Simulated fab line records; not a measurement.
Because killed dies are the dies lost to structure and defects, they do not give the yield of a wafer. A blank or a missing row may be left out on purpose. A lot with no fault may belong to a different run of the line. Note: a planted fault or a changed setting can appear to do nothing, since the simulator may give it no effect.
fab line records ; flow sky130
[record] lots = 11; wafers = 33; last-day = 50
route steps=708 shown VIA4@656 METAL5@666 PASSIVATION@681 PAD_OPEN@706
lots untouched by any fault: they come from a run of this same line in which no faults occurred
start-h: the number of hours between the record's first day and the start of the first shown wafer of the lot ; wait-h: hours elapsed since this lot's preceding step ; " same as the row above ; L1.1+2: one row covering several wafers at once ; - no value, or no start given ; * or withheld: withheld ; < > ~ a bound
route shown NAME@n: NAME is a module with steps in the file, n the number in the route of the first one ; usual: mean/standard deviation taken from wafers without a fault ; same: alike in all rows ; chamber/n: place in a boat ; sites: each site's reading ; _std_site: their standard deviation ; _edge_site: mean of outer sites minus mean of inner sites ; radius-mm: how far each site lies from the wafer's centre ; mask NAME#n: copy n ; behind: tool/chamber where the wafer was last shaped ; hold: why the lot was held/for how many hours/how that ended ; device: transistor that didn't switch, given as n, p or np ; end of line: the tests these same wafers got at the end of their route ; a step with no rows: only its recipe ; killed: not the wafer's yield, but the dies lost to structure and defects at the first sort ; map: dies across one wafer; x = killed, . = not, _ = none there
set.NAME: setting as actually run; set.NAME@STEP: the setting as run at that earlier step ; model.NAME: the simulator's own value behind a step, which no gauge read
the route's steps for a sample of lots (tables are steps, rows are wafers)
services: when a tool's chamber went out of use (start-h, in hours from the record's first day, below 0 if earlier), for how many hours, and the reason
[[steps]]
[step SKY_VIA4_SPUTTER_17]
[recipe] material = TiN; target-thk-nm = 20; chamber-pressure-pa = 5; power-w = 4000; time-s = 80
[usual] cathode-dc-power-W = 3999.9/0.7; throttle-valve-pct = 29.7/1.5
[same] time-s = 80
lot.wafer;tool;chamber;start-h;wait-h;cathode-dc-power-W;throttle-valve-pct
L923.1;pvd-sputter-02;-;1011.38;0.0;4000.1;29.4
L923.4;pvd-sputter-02;-;1011.38;0.0;3999.2;31.6
L923.5;pvd-sputter-02;-;1011.38;0.0;4000.8;26.8
L924.1;pvd-sputter-03;-;1019.00;0.0;3999.9;29.2
L924.4;pvd-sputter-03;-;1019.00;0.0;3999.1;28.3
L924.6;pvd-sputter-03;-;1019.00;0.0;4001.0;29.2
L927.1;pvd-sputter-02;-;1032.87;0.0;3998.7;26.9
L927.3;pvd-sputter-02;-;1032.87;0.0;4000.8;29.2
L927.5;pvd-sputter-02;-;1032.87;0.0;4001.2;29.2
L932.1;pvd-sputter-03;-;1073.40;0.0;4000.1;28.2
L932.2;pvd-sputter-03;-;1073.40;0.0;3999.6;29.1
L932.6;pvd-sputter-03;-;1073.40;0.0;3999.1;29.4
L933.1;pvd-sputter-02;-;1081.26;0.0;3999.6;26.9
L933.2;pvd-sputter-02;-;1081.26;0.0;3999.9;31.5
L933.3;pvd-sputter-02;-;1081.26;0.0;3999.6;29.4
L939.1;pvd-sputter-03;-;1120.10;0.0;3999.2;30.9
L939.5;pvd-sputter-03;-;1120.10;0.0;3998.5;30.6
L939.6;pvd-sputter-03;-;1120.10;0.0;4000.1;28.3
L940.2;pvd-sputter-04;-;1120.18;0.0;3998.9;31.1
L940.4;pvd-sputter-04;-;1120.18;0.0;3999.6;30.8
L940.6;pvd-sputter-04;-;1120.18;0.0;3999.3;31.5
L941.3;pvd-sputter-03;-;1126.13;0.0;4000.2;28.2
L941.4;pvd-sputter-03;-;1126.13;0.0;4000.6;30.8
L941.6;pvd-sputter-03;-;1126.13;0.0;4001.1;29.7
L942.2;pvd-sputter-02;-;1126.72;0.0;4000.9;31.8
L942.3;pvd-sputter-02;-;1126.72;0.0;3998.6;30.4
L942.5;pvd-sputter-02;-;1126.72;0.0;3999.7;30.3
L943.2;pvd-sputter-03;-;1132.29;0.0;3998.4;29.3
L943.3;pvd-sputter-03;-;1132.29;0.0;3999.9;29.8
L943.5;pvd-sputter-03;-;1132.29;0.0;4000.7;29.3
L945.1;pvd-sputter-03;-;1147.27;0.0;3998.2;30.7
L945.2;pvd-sputter-03;-;1147.27;0.0;3999.5;29.6
L945.4;pvd-sputter-03;-;1147.27;0.0;3999.4;28.2
[step SKY_METAL5_RS_MEAS_05]
[recipe] thk-meas-gauge = four-point-probe; reads = TiN_of_METAL5_SPUTTER_04+Ti_of_METAL5_SPUTTER_03+AlCu_of_METAL5_SPUTTER_02+TiN_of_METAL5_SPUTTER_01+Ti_of_METAL5_SPUTTER_00
[usual] METAL5_ALCU_RS = 0.0272/0.00034
lot.wafer;tool;chamber;start-h;wait-h;METAL5_ALCU_RS[ohm/sq]
L923.1;film-metro-02;-;1012.24;0.0;0.0279
L923.4;film-metro-02;-;1012.24;0.0;0.0272
L923.5;film-metro-02;-;1012.24;0.0;0.0274
L924.1;film-metro-04;-;1020.67;0.0;0.0272
L924.4;film-metro-04;-;1020.67;0.0;0.0270
L924.6;film-metro-04;-;1020.67;0.0;0.0268
L927.1;film-metro-01;-;1033.73;0.0;0.0271
L927.3;film-metro-01;-;1033.73;0.0;0.0270
L927.5;film-metro-01;-;1033.73;0.0;0.0273
L932.1;film-metro-04;-;1074.26;0.0;0.0276
L932.2;film-metro-04;-;1074.26;0.0;0.0270
L932.6;film-metro-04;-;1074.26;0.0;0.0276
L933.1;film-metro-01;-;1082.12;0.0;0.0273
L933.2;film-metro-01;-;1082.12;0.0;0.0272
L933.3;film-metro-01;-;1082.12;0.0;0.0268
L939.1;film-metro-04;-;1121.51;0.0;0.0273
L939.5;film-metro-04;-;1121.51;0.0;0.0268
L939.6;film-metro-04;-;1121.51;0.0;0.0272
L940.2;film-metro-01;-;1121.83;0.0;0.0267
L940.4;film-metro-01;-;1121.83;0.0;0.0267
L940.6;film-metro-01;-;1121.83;0.0;0.0264
L941.3;film-metro-02;-;1127.03;0.1;0.0270
L941.4;film-metro-02;-;1127.03;0.1;0.0275
L941.6;film-metro-02;-;1127.03;0.1;0.0273
L942.2;film-metro-01;-;1127.61;0.0;0.0268
L942.3;film-metro-01;-;1127.61;0.0;0.0267
L942.5;film-metro-01;-;1127.61;0.0;0.0268
L943.2;film-metro-01;-;1133.17;0.0;0.0271
L943.3;film-metro-01;-;1133.17;0.0;0.0275
L943.5;film-metro-01;-;1133.17;0.0;0.0276
L945.1;film-metro-04;-;1148.13;0.0;0.0270
L945.2;film-metro-04;-;1148.13;0.0;0.0269
L945.4;film-metro-04;-;1148.13;0.0;0.0272
[step SKY_PASSIVATION_CVD_00]
[recipe] material = SiO2; target-thk-nm = 90; temp-c = 400; time-s = withheld; rf-w = 600
[usual] heater-power-w = 698/120; susceptor-temp-C = 400.04/0.25
lot.wafer;tool;chamber;start-h;wait-h;heater-power-w;susceptor-temp-C
L923.1;pecvd-01;1;1035.64;0.0;521;399.92
L923.4;pecvd-01;1;1035.64;0.0;542;400.34
L923.5;pecvd-01;1;1035.64;0.0;550;400.19
L924.1;pecvd-01;2;1044.08;0.0;747;400.14
L924.4;pecvd-01;2;1044.08;0.0;745;400.28
L924.6;pecvd-01;1;1044.08;0.0;586;400.11
L927.1;pecvd-01;1;1057.66;0.0;640;399.95
L927.3;pecvd-01;0;1057.66;0.0;730;400.01
L927.5;pecvd-01;1;1057.66;0.0;648;399.53
L932.1;pecvd-04;0;1097.54;0.0;679;400.09
L932.2;pecvd-04;1;1097.54;0.0;583;400.02
L932.6;pecvd-04;0;1097.54;0.0;653;400.73
L933.1;pecvd-04;1;1103.18;0.0;607;399.78
L933.2;pecvd-04;2;1103.18;0.0;690;400.08
L933.3;pecvd-04;0;1103.18;0.0;648;399.94
L939.1;pecvd-02;1;1141.00;0.0;965;399.91
L939.5;pecvd-02;1;1141.00;0.0;1011;399.84
L939.6;pecvd-02;2;1141.00;0.0;716;399.96
L940.2;pecvd-01;1;1141.19;0.0;539;400.14
L940.4;pecvd-01;1;1141.19;0.0;553;400.34
L940.6;pecvd-01;1;1141.19;0.0;572;400.16
L941.3;pecvd-01;0;1147.25;0.0;749;400.41
L941.4;pecvd-01;1;1147.25;0.0;647;399.94
L941.6;pecvd-01;0;1147.25;0.0;757;400.13
L942.2;pecvd-04;2;1147.34;0.0;648;399.93
L942.3;pecvd-04;1;1147.34;0.0;597;399.76
L942.5;pecvd-04;0;1147.34;0.0;523;400.50
L943.2;pecvd-04;2;1152.05;0.0;742;399.72
L943.3;pecvd-04;0;1152.05;0.0;662;400.26
L943.5;pecvd-04;0;1152.05;0.0;673;400.27
L945.1;pecvd-01;0;1166.34;0.0;822;399.98
L945.2;pecvd-01;1;1166.34;0.0;642;400.15
L945.4;pecvd-01;1;1166.34;0.0;638;400.34
[step SKY_PAD_OPEN_ANNEAL_12]
[recipe] temp-c = 400; time-s = withheld; ambient = N2/H2; idle-temp-c = 300; ramp-up-c-per-min = 8; ramp-down-c-per-min = 4
[usual] ramp-up-c-per-min = 8.0000/0.0016; spike-tc-bottom-C = 426.0/1.1; spike-tc-centre-C = 401.5/0.94; spike-tc-lower-C = 400.1/1.1; spike-tc-top-C = 428.6/1.1; spike-tc-upper-C = 399.2/1.2; zone-power-top-pct = 9.48/0.17; zone-power-upper-pct = 4.41/0.11
lot.wafer;tool;chamber;start-h;wait-h;ramp-up-c-per-min;spike-tc-bottom-C;spike-tc-centre-C;spike-tc-lower-C;spike-tc-top-C;spike-tc-upper-C;zone-power-top-pct;zone-power-upper-pct
L923.1;furnace-01;0;1082.90;0.0;8.0010;427.0;400.7;398.8;429.6;397.2;9.19;4.36
L923.4;furnace-01;0;1082.90;0.0;8.0016;424.8;401.9;399.8;427.1;399.5;9.41;4.29
L923.5;furnace-01;0;1082.90;0.0;8.0002;425.7;402.7;400.6;427.7;398.3;9.36;4.28
L924.1;furnace-01;0;1090.64;0.0;7.9972;425.0;402.5;402.5;428.8;398.3;9.26;4.32
L924.4;furnace-01;0;1090.64;0.0;7.9997;426.0;399.1;399.3;427.3;396.8;9.42;4.30
L924.6;furnace-01;0;1090.64;0.0;7.9992;425.9;401.6;399.8;428.6;398.2;9.28;4.33
L927.1;furnace-02;0;1102.49;0.0;8.0010;426.5;400.3;398.9;426.9;399.3;9.58;4.49
L927.3;furnace-02;0;1102.49;0.0;8.0026;426.3;401.1;400.6;429.7;399.3;9.84;4.48
L927.5;furnace-02;0;1102.49;0.0;8.0001;426.2;402.4;399.7;427.5;400.9;9.42;4.43
L932.1;furnace-01;0;1137.07;0.0;7.9984;423.5;402.4;400.7;431.0;397.4;9.42;4.23
L932.2;furnace-01;0;1137.07;0.0;7.9967;426.1;401.0;398.8;428.2;399.1;9.43;4.30
L932.6;furnace-01;0;1137.07;0.0;8.0009;426.3;402.4;399.6;427.0;399.6;9.23;4.28
L933.1;furnace-01;0;1142.14;0.0;8.0012;427.0;400.9;400.1;429.5;399.7;9.24;4.34
L933.2;furnace-01;0;1142.14;0.0;7.9982;427.2;401.6;400.8;428.5;397.7;9.22;4.27
L933.3;furnace-01;0;1142.14;0.0;7.9957;426.9;400.4;398.2;428.8;399.4;9.31;4.26
L939.1;furnace-01;0;1178.03;0.2;8.0004;388.8;364.0;361.3;393.4;360.6;8.27;3.76
L939.5;furnace-01;0;1178.03;0.2;8.0000;389.1;362.8;361.3;391.6;359.7;8.25;3.69
L939.6;furnace-01;0;1178.03;0.2;7.9975;387.0;363.6;360.2;391.9;360.4;8.27;3.75
L940.2;furnace-01;0;1179.53;1.5;8.0003;386.8;363.5;362.5;390.7;359.0;8.26;3.79
L940.4;furnace-01;0;1179.53;1.5;8.0005;386.4;365.4;359.5;392.2;362.1;8.27;3.71
L940.6;furnace-01;0;1179.53;1.5;7.9986;388.5;363.1;360.7;390.2;358.7;8.28;3.75
L941.3;furnace-02;0;1182.67;0.0;8.0014;428.3;400.5;400.5;429.9;399.1;9.48;4.53
L941.4;furnace-02;0;1182.67;0.0;8.0008;424.9;401.4;401.3;430.3;399.6;9.52;4.50
L941.6;furnace-02;0;1182.67;0.0;8.0012;425.9;402.1;402.4;428.2;399.6;9.59;4.53
L942.2;furnace-01;0;1182.98;0.0;8.0007;387.3;363.9;363.1;394.0;360.2;8.24;3.77
L942.3;furnace-01;0;1182.98;0.0;8.0002;386.9;363.2;362.7;393.7;360.8;8.34;3.78
L942.5;furnace-01;0;1182.98;0.0;8.0026;387.5;363.3;363.0;392.4;360.1;8.15;3.79
L943.2;furnace-02;0;1187.43;0.0;8.0005;426.6;399.7;399.8;427.7;399.6;9.74;4.51
L943.3;furnace-02;0;1187.43;0.0;8.0020;424.8;401.4;400.7;430.4;400.1;9.56;4.47
L943.5;furnace-02;0;1187.43;0.0;7.9997;425.7;401.4;401.3;429.8;402.5;9.65;4.49
L945.1;furnace-02;0;1199.54;0.0;8.0024;427.7;402.8;401.4;426.5;399.8;9.50;4.59
L945.2;furnace-02;0;1199.54;0.0;8.0005;425.9;401.3;400.9;428.2;399.7;9.83;4.47
L945.4;furnace-02;0;1199.54;0.0;7.9994;426.3;400.7;399.0;427.6;400.5;9.54;4.39
[step SKY_PAD_OPEN_PROBE_99]
[usual] defect-limited-yield = 82.5/1.9; killed_at_M0_to_M3 = 43/7.2; killed_at_M4_up = 3.1/1.8; killed-at-contacts = 24/5.4; killed-at-front-end = 15/4.4; killed-at-other = 0.4/0.56; killed-dies = 86/9.3; killed-open = 47/6.9; killed-short = 39/6.6; sort_bin_3_pad_short = 0.9/0.43; sort_bin_5_function = 10.4/1.5; sort_bin_6_memory = 6.2/1.1; sort-n-pass = 406/9.3; sort-yield-pct = 82.5/1.9
[same] gross-dies = 492; killed-at-back-side = 0; sort_bin_4_leakage[%] = 0; sort_bin_8_speed[%] = 0
lot.wafer;tool;chamber;start-h;wait-h;defect-limited-yield[%];killed_at_M0_to_M3;killed_at_M4_up;killed-at-contacts;killed-at-front-end;killed-at-other;killed-dies;killed-open;killed-short;sort_bin_3_pad_short[%];sort_bin_5_function[%];sort_bin_6_memory[%];sort-n-pass;sort-yield-pct[%]
L942.2;prober-01;-;1184.65;0.1;83.7;41;2;25;12;0;80;57;23;0.8;10.4;5.1;412;83.7
L942.3;prober-01;-;1184.70;0.2;82.7;55;4;17;9;0;85;46;39;1.0;10.0;6.3;407;82.7
L942.5;prober-01;-;1184.80;0.2;85.6;39;2;24;6;0;71;37;34;1.6;8.1;4.7;421;85.6
// killed by level:class
L942.2 VIA1:geometric-particle:open=13 CONTACT:geometric-particle:open=10 LI_CONTACT:geometric-particle:open=9 VIA3:geometric-particle:open=8 FIELD_ISO:geometric-particle:open=5 VIA2:geometric-particle:open=5 VIA1:geometric-particle:short=3 LOCAL_INTERCONNECT:geometric-particle:short=3
L942.3 VIA1:geometric-particle:open=17 METAL2:geometric-particle:short=8 LI_CONTACT:geometric-particle:open=7 VIA2:geometric-particle:open=7 VIA3:geometric-particle:open=6 METAL1:geometric-particle:short=4 METAL3:geometric-particle:short=4 POLY_GATE:geometric-particle:short=3
L942.5 CONTACT:geometric-particle:open=9 VIA1:geometric-particle:open=8 LI_CONTACT:geometric-particle:open=7 METAL1:geometric-particle:short=7 VIA3:geometric-particle:open=5 METAL2:geometric-particle:short=4 VIA2:geometric-particle:short=4 VIA2:geometric-particle:open=4
[[services]]
tool;chamber;start-h;hours;kind
furnace-01;-;988.33;3.1;pm
pecvd-01;1;999.38;-;clean
pecvd-01;1;999.38;-;consumable-replace:showerhead
pecvd-01;1;999.38;29.0;scheduled-down
pecvd-01;1;999.38;29.0;vent-cycle
pvd-sputter-03;-;1003.82;0.9;repair
furnace-02;-;1007.46;3.5;pm
pecvd-02;0;1008.02;7.3;repair
pecvd-02;-;1008.61;6.0;pm
pecvd-01;0;1028.08;11.4;repair
furnace-01;-;1035.29;2.2;repair
pecvd-01;0;1039.50;2.1;scheduled-down
pecvd-04;-;1044.91;2.8;repair
pecvd-02;2;1071.86;2.1;scheduled-down
pecvd-01;1;1105.74;2.1;scheduled-down
furnace-01;-;1113.57;4.4;pm
pecvd-02;0;1125.00;16.5;scheduled-down
pecvd-01;2;1134.17;28.6;repair
pecvd-01;0;1138.31;4.6;repair
pvd-sputter-03;-;1149.58;0.9;repair
pvd-sputter-02;-;1149.86;10.1;repair
furnace-01;-;1156.33;3.6;pm
furnace-02;-;1175.46;4.3;pm
pvd-sputter-04;-;1190.53;1.6;repair
[[key]]
[first-sign] step = SKY_PAD_OPEN_ANNEAL_12; reading = spike-tc-centre-C; direction = down; sigmas = 40; usual = 401.5; struck = 363.6
[effect] step = SKY_PAD_OPEN_ANNEAL_12; reading = spike-tc-bottom-C; direction = down; sigmas = 36; usual = 426.0; struck = 387.6
met-at SKY_PAD_OPEN_ANNEAL_12
struck-lots L939,L940,L942
not-acting-at SKY_VIA4_SPUTTER_17,SKY_METAL5_RS_MEAS_05,SKY_PASSIVATION_CVD_00
[fault] kind = process-parameter-drift; tool = furnace-01; chamber = -; onset-h = 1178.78; steps = SKY_PAD_OPEN_ANNEAL_12; channel = temp-c; offset = *; shape = step; end-h = 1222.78; acts-in = *; stated = *
